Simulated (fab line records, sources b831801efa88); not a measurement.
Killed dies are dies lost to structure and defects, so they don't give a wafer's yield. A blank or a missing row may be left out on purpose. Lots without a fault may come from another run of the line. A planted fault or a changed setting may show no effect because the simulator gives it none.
Which tool did it? | flow sky130 | 24 lots, 72 wafers sampled, at 6 steps of a route of 708

WHAT THE GAUGES READ, wafer by wafer
SKY_SD_N_OVL_MEAS_08. Usual: SD_N_OVL -1.3 nm, standard deviation 1.3.
lot  | measured     | on         | SD_N_OVL (nm)  | flag
L075 | day 28 08:32 | overlay-01 | -1.7 -3.0 -4.9 |
L074 | day 28 10:32 | overlay-02 | -1.3 -1.7 -1.7 |
L077 | day 28 22:29 | overlay-02 | -1.2 -0.2 0.2  |
L076 | day 29 01:59 | overlay-01 | -4.0 -3.2 -5.5 |
L078 | day 29 09:11 | overlay-01 | -0.9 -1.5 -1.1 |
L079 | day 30 01:41 | overlay-02 | -2.7 -3.3 -2.9 |
L081 | day 30 09:53 | overlay-02 | -3.3 -3.4 -3.3 |
L080 | day 30 11:27 | overlay-01 | 0.3 -1.3 -0.8  |
L082 | day 30 20:03 | overlay-01 | -0.8 -1.3 -0.6 |
L083 | day 31 04:26 | overlay-02 | -2.4 -1.7 -0.7 |
L084 | day 31 11:17 | overlay-02 | -0.8 -0.4 -2.4 |
L085 | day 31 15:18 | overlay-02 | -0.2 -0.7 -1.4 |
L086 | day 32 03:17 | overlay-02 | 0.1 -0.5 -1.4  |
L087 | day 32 11:38 | overlay-01 | -0.3 0.2 -1.9  |
L088 | day 33 00:47 | overlay-02 | -0.4 -0.3 -1.2 |
L089 | day 33 02:38 | overlay-02 | -1.3 -1.7 -2.3 |
L090 | day 33 08:03 | overlay-02 | -0.3 0.6 1.1   |
L091 | day 33 11:43 | overlay-01 | 1.7 0.5 0.4    |
L092 | day 33 14:51 | overlay-01 | -0.1 0.2 -0.7  |
L093 | day 34 00:08 | overlay-02 | -1.4 -2.8 -2.7 |
L094 | day 34 06:51 | overlay-02 | -0.6 -1.9 -1.5 |
L095 | day 34 11:09 | overlay-01 | -1.7 0.4 -2.7  |
L096 | day 34 15:59 | overlay-02 | -0.1 -0.2 -2.0 |
L097 | day 35 03:14 | overlay-02 | -1.2 -1.5 -1.0 |

SKY_VIA3_BOW_MEAS_03. Usual: VIA3_BOW 79 um, standard deviation 7.1.
lot  | measured     | on            | VIA3_BOW (um) | flag
L075 | day 38 22:32 | film_metro-04 | 80 73 81      |
L074 | day 38 23:34 | film_metro-02 | 80 67 80      |
L077 | day 39 11:19 | film_metro-01 | 73 72 77      |
L076 | day 39 13:28 | film_metro-04 | 73 69 72      |
L078 | day 39 20:01 | film_metro-01 | 76 78 75      |
L079 | day 40 11:56 | film_metro-01 | 73 85 82      |
L081 | day 40 16:05 | film_metro-02 | 79 66 73      |
L080 | day 40 20:13 | film_metro-01 | 69 75 68      |
L082 | day 41 01:14 | film_metro-01 | 81 77 76      |
L083 | day 41 09:49 | film_metro-04 | 82 75 90      |
L084 | day 41 16:32 | film_metro-04 | 78 70 83      |
L085 | day 41 17:08 | film_metro-01 | 82 80 84      |
L086 | day 42 07:25 | film_metro-02 | 89 76 81      |
L087 | day 42 14:47 | film_metro-02 | 75 62 69      |
L088 | day 43 01:10 | film_metro-04 | 79 86 82      |
L089 | day 43 02:40 | film_metro-04 | 86 71 79      |
L090 | day 43 10:19 | film_metro-02 | 90 71 83      |
L091 | day 43 14:30 | film_metro-01 | 86 76 84      |
L092 | day 43 15:23 | film_metro-01 | 82 80 95      |
L093 | day 43 23:25 | film_metro-01 | 89 81 104     |
L094 | day 44 02:01 | film_metro-04 | 68 76 77      |
L095 | day 44 05:54 | film_metro-04 | 74 83 71      |
L096 | day 44 12:46 | film_metro-01 | 75 74 86      |
L097 | day 44 23:02 | film_metro-01 | 80 83 70      |

SKY_METAL4_CD_MEAS_13: target cd 300 nm. Usual: cd_nm 300.1 nm, standard deviation 1.2.
lot  | measured     | on        | cd_nm (nm)        | flag
L075 | day 42 01:59 | cd_sem-02 | 300.3 297.7 299.6 |
L074 | day 42 03:07 | cd_sem-02 | 299.2 298.1 298.9 |
L077 | day 42 15:10 | cd_sem-02 | 301.4 301.1 301.2 |
L076 | day 42 16:10 | cd_sem-02 | 299.6 301.3 301.2 |
L078 | day 42 22:35 | cd_sem-02 | 297.9 297.3 298.2 |
L079 | day 43 13:47 | cd_sem-01 | 298.4 300.2 298.2 |
L081 | day 43 17:38 | cd_sem-02 | 301.3 299.7 299.0 |
L080 | day 43 21:22 | cd_sem-02 | 301.9 301.4 301.9 |
L082 | day 44 02:33 | cd_sem-01 | 301.0 301.7 300.9 |
L083 | day 44 10:43 | cd_sem-02 | 299.2 298.8 297.4 |
L084 | day 44 16:31 | cd_sem-02 | 300.5 300.0 299.3 |
L085 | day 44 17:52 | cd_sem-02 | 301.0 301.1 301.0 |
L086 | day 45 07:11 | cd_sem-02 | 297.7 297.8 298.5 |
L087 | day 45 14:58 | cd_sem-01 | 299.0 300.5 300.3 |
L088 | day 45 22:58 | cd_sem-01 | 301.2 300.6 300.4 |
L089 | day 45 23:40 | cd_sem-02 | 300.2 301.2 301.6 |
L090 | day 46 07:37 | cd_sem-02 | 302.6 302.1 300.7 |
L091 | day 46 10:50 | cd_sem-01 | 300.0 301.1 300.4 |
L092 | day 46 12:13 | cd_sem-01 | 298.6 298.3 299.3 |
L093 | day 46 19:40 | cd_sem-02 | 296.9 299.4 298.9 |
L094 | day 46 21:51 | cd_sem-02 | 298.0 299.1 298.3 |
L095 | day 47 00:55 | cd_sem-01 | 300.1 300.0 301.0 |
L096 | day 47 07:01 | cd_sem-01 | 298.9 300.6 301.9 |
L097 | day 47 15:19 | cd_sem-02 | 299.3 301.0 300.3 |

SKY_PASSIVATION_THK_MEAS_01. Usual: PASSIVATION_CVD_00_THK 88.6 nm, standard deviation 1.2.
lot  | measured     | on            | PASSIVATION_CVD_00_THK (nm) | flag
L075 | day 44 05:10 | film_metro-04 | 87.7 87.2 88.2              |
L074 | day 44 05:16 | film_metro-01 | 87.3 87.7 90.4              |
L077 | day 44 17:53 | film_metro-01 | 88.5 87.5 87.9              |
L076 | day 44 19:40 | film_metro-02 | 87.6 88.6 89.0              |
L078 | day 45 00:10 | film_metro-02 | 88.4 88.3 88.6              |
L079 | day 45 16:23 | film_metro-02 | 86.9 87.9 88.8              |
L081 | day 45 18:34 | film_metro-02 | 89.3 90.6 90.4              |
L080 | day 45 21:28 | film_metro-01 | 86.0 88.4 87.9              |
L082 | day 46 02:32 | film_metro-02 | 86.3 87.7 88.2              |
L083 | day 46 09:23 | film_metro-04 | 87.7 88.8 89.1              |
L084 | day 46 15:03 | film_metro-01 | 88.9 90.0 89.0              |
L085 | day 46 16:28 | film_metro-01 | 88.0 88.0 88.3              |
L086 | day 47 04:16 | film_metro-04 | 90.5 88.6 91.9              |
L087 | day 47 12:07 | film_metro-02 | 88.5 89.4 89.6              |
L088 | day 47 19:20 | film_metro-01 | 87.6 90.0 89.1              |
L089 | day 47 20:55 | film_metro-04 | 87.4 89.9 88.5              |
L090 | day 48 04:25 | film_metro-01 | 88.4 88.7 89.8              |
L091 | day 48 07:14 | film_metro-01 | 87.7 89.0 88.6              |
L092 | day 48 07:34 | film_metro-02 | 87.8 89.5 92.0              |
L093 | day 48 13:26 | film_metro-04 | 87.3 89.9 88.5              |
L094 | day 48 15:56 | film_metro-01 | 89.8 90.8 90.8              |
L095 | day 48 18:56 | film_metro-01 | 87.0 89.5 88.0              |
L096 | day 49 01:22 | film_metro-04 | 89.7 88.3 88.9              |
L097 | day 49 09:15 | film_metro-04 | 88.8 87.3 88.8              |

WHICH TOOL RAN EACH LOT (tool, then ch and the chambers of the sampled wafers, then the start)
lot  | SKY_LI_CONTACT_STRIP_16              | SKY_METAL3_STRIP_19
L075 | plasma_asher-03 ch 0,1, day 29 13:50 | plasma_asher-04 ch 0, day 38 21:21
L074 | plasma_asher-03 ch 0,1, day 29 16:21 | plasma_asher-01 ch 0,1, day 38 22:25
L077 | plasma_asher-03 ch 0,1, day 30 04:31 | plasma_asher-03 ch 0,1, day 39 10:11
L076 | plasma_asher-04 ch 0,1, day 30 08:10 | plasma_asher-01 ch 0,1, day 39 12:19
L078 | plasma_asher-03 ch 0, day 30 15:12   | plasma_asher-04 ch 0,1, day 39 18:53
L079 | plasma_asher-04 ch 0,1, day 31 08:41 | plasma_asher-01 ch 0,1, day 40 10:48
L081 | plasma_asher-01 ch 0,1, day 31 15:01 | plasma_asher-01 ch 0,1, day 40 14:56
L080 | plasma_asher-01 ch 0,1, day 31 17:57 | plasma_asher-01 ch 0,1, day 40 19:05
L082 | plasma_asher-04 ch 0,1, day 32 00:47 | plasma_asher-01 ch 0,1, day 41 00:07
L083 | plasma_asher-04 ch 0,1, day 32 08:59 | plasma_asher-04 ch 0,1, day 41 08:41
L084 | plasma_asher-03 ch 1, day 32 14:53   | plasma_asher-03 ch 0,1, day 41 15:22
L085 | plasma_asher-03 ch 0,1, day 32 18:39 | plasma_asher-03 ch 0,1, day 41 15:59
L086 | plasma_asher-03 ch 0,1, day 33 08:13 | plasma_asher-01 ch 0,1, day 42 06:14
L087 | plasma_asher-01 ch 0,1, day 33 16:32 | plasma_asher-01 ch 0,1, day 42 13:39
L088 | plasma_asher-04 ch 0,1, day 34 04:53 | plasma_asher-01 ch 0,1, day 43 00:02
L089 | plasma_asher-03 ch 1, day 34 05:55   | plasma_asher-03 ch 0,1, day 43 01:32
L090 | plasma_asher-04 ch 0,1, day 34 12:08 | plasma_asher-01 ch 0,1, day 43 09:05
L091 | plasma_asher-01 ch 0,1, day 34 16:33 | plasma_asher-04 ch 0,1, day 43 13:17
L092 | plasma_asher-03 ch 0,1, day 34 19:02 | plasma_asher-03 ch 0,1, day 43 13:55
L093 | plasma_asher-01 ch 0,1, day 35 04:45 | plasma_asher-01 ch 0,1, day 43 22:17
L094 | plasma_asher-03 ch 0,1, day 35 10:40 | plasma_asher-04 ch 0,1, day 44 00:50
L095 | plasma_asher-03 ch 0,1, day 35 14:23 | plasma_asher-03 ch 0,1, day 44 04:47
L096 | plasma_asher-03 ch 0,1, day 35 20:00 | plasma_asher-04 ch 0,1, day 44 11:38
L097 | plasma_asher-04 ch 0,1, day 36 06:39 | plasma_asher-01 ch 0,1, day 44 21:53
- SKY_LI_CONTACT_STRIP_16: strips in O2/N2.
- SKY_METAL3_STRIP_19: strips in O2/N2.

WHAT THE TOOLS THEMSELVES READ (means of the sampled wafers that have a number; where no wafer has one, the mark that the record gives instead)
SKY_LI_CONTACT_STRIP_16. Usual: drypump_motor_current_A 5.98 A, standard deviation 0.15; oes_product_au 0.378 a.u., standard deviation 0.0047; strip_time_to_endpoint_s 3.53 s, standard deviation 0.036.
lot  | tool            | drypump_motor_current_A (A) | oes_product_au (a.u.) | strip_time_to_endpoint_s (s) | flag
L075 | plasma_asher-03 | 6.04                        | 0.378                 | 3.51                         |
L074 | plasma_asher-03 | 6.03                        | 0.377                 | 3.54                         |
L077 | plasma_asher-03 | 6.10                        | 0.375                 | 3.54                         |
L076 | plasma_asher-04 | 6.02                        | 0.383                 | 3.57                         |
L078 | plasma_asher-03 | 6.14                        | 0.376                 | 3.46                         |
L079 | plasma_asher-04 | 6.04                        | 0.377                 | 3.53                         |
L081 | plasma_asher-01 | 5.73                        | 0.381                 | 3.56                         |
L080 | plasma_asher-01 | 5.74                        | 0.385                 | 3.56                         |
L082 | plasma_asher-04 | 6.03                        | 0.378                 | 3.51                         |
L083 | plasma_asher-04 | 6.06                        | 0.380                 | 3.54                         |
L084 | plasma_asher-03 | 5.93                        | 0.379                 | 3.55                         |
L085 | plasma_asher-03 | 6.09                        | 0.377                 | 3.54                         |
L086 | plasma_asher-03 | 6.03                        | 0.382                 | 3.57                         |
L087 | plasma_asher-01 | 5.76                        | 0.376                 | 3.52                         |
L088 | plasma_asher-04 | 6.05                        | 0.375                 | 3.53                         |
L089 | plasma_asher-03 | 5.96                        | 0.379                 | 3.56                         |
L090 | plasma_asher-04 | 6.04                        | 0.377                 | 3.52                         |
L091 | plasma_asher-01 | 5.73                        | 0.376                 | 3.52                         |
L092 | plasma_asher-03 | 6.01                        | 0.374                 | 3.53                         |
L093 | plasma_asher-01 | 5.76                        | 0.373                 | 3.54                         |
L094 | plasma_asher-03 | 6.01                        | 0.378                 | 3.47                         |
L095 | plasma_asher-03 | 6.07                        | 0.380                 | 3.52                         |
L096 | plasma_asher-03 | 6.11                        | 0.371                 | 3.48                         |
L097 | plasma_asher-04 | 6.04                        | 0.378                 | 3.50                         |

SKY_METAL3_STRIP_19. Usual: drypump_motor_current_A 5.89 A, standard deviation 0.16; oes_product_au 0.503 a.u., standard deviation 0.0052; strip_time_to_endpoint_s 6.56 s, standard deviation 0.087.
lot  | tool            | drypump_motor_current_A (A) | oes_product_au (a.u.) | strip_time_to_endpoint_s (s) | flag
L075 | plasma_asher-04 | 6.07                        | 0.496                 | 6.52                         |
L074 | plasma_asher-01 | 5.74                        | 0.506                 | 6.68                         |
L077 | plasma_asher-03 | 6.08                        | 0.499                 | 6.56                         |
L076 | plasma_asher-01 | 5.73                        | 0.511                 | 6.63                         |
L078 | plasma_asher-04 | 6.05                        | 0.504                 | 6.53                         |
L079 | plasma_asher-01 | 5.73                        | 0.507                 | 6.59                         |
L081 | plasma_asher-01 | 5.75                        | 0.501                 | 6.49                         |
L080 | plasma_asher-01 | 5.73                        | 0.500                 | 6.45                         |
L082 | plasma_asher-01 | 5.73                        | 0.498                 | 6.52                         |
L083 | plasma_asher-04 | 6.01                        | 0.502                 | 6.46                         |
L084 | plasma_asher-03 | 6.09                        | 0.500                 | 6.55                         |
L085 | plasma_asher-03 | 6.08                        | 0.497                 | 6.54                         |
L086 | plasma_asher-01 | 5.74                        | 0.500                 | 6.50                         |
L087 | plasma_asher-01 | 5.74                        | 0.508                 | 6.62                         |
L088 | plasma_asher-01 | 5.73                        | 0.510                 | 6.77                         |
L089 | plasma_asher-03 | 6.02                        | 0.508                 | 6.67                         |
L090 | plasma_asher-01 | 5.75                        | 0.497                 | 6.47                         |
L091 | plasma_asher-04 | 6.03                        | 0.507                 | 6.61                         |
L092 | plasma_asher-03 | 6.02                        | 0.501                 | 6.50                         |
L093 | plasma_asher-01 | 5.73                        | 0.506                 | 6.52                         |
L094 | plasma_asher-04 | 6.01                        | 0.502                 | 6.63                         |
L095 | plasma_asher-03 | 6.08                        | 0.505                 | 6.62                         |
L096 | plasma_asher-04 | 6.05                        | 0.505                 | 6.61                         |
L097 | plasma_asher-01 | 5.74                        | 0.502                 | 6.44                         |

THE ANSWER, worked out from the rows above alone
Rule: a lot is off if the mean of its wafers that have a number lies more than 3 standard deviations from the usual mean. A lot without any number at a reading at which 4 lots or more have one is off too. The other lots that the step has rows for count as sound. The gauges are gone through in route order, then the tools' own readings, and for those a lot's mean is taken as printed above. The first step at which some lot is off is used, and at that step the reading that is off furthest; a lot without a number counts as furthest.
No lot is off at any reading shown: from this, nothing can be told.

WHAT THE SIMULATOR HAD PUT IN
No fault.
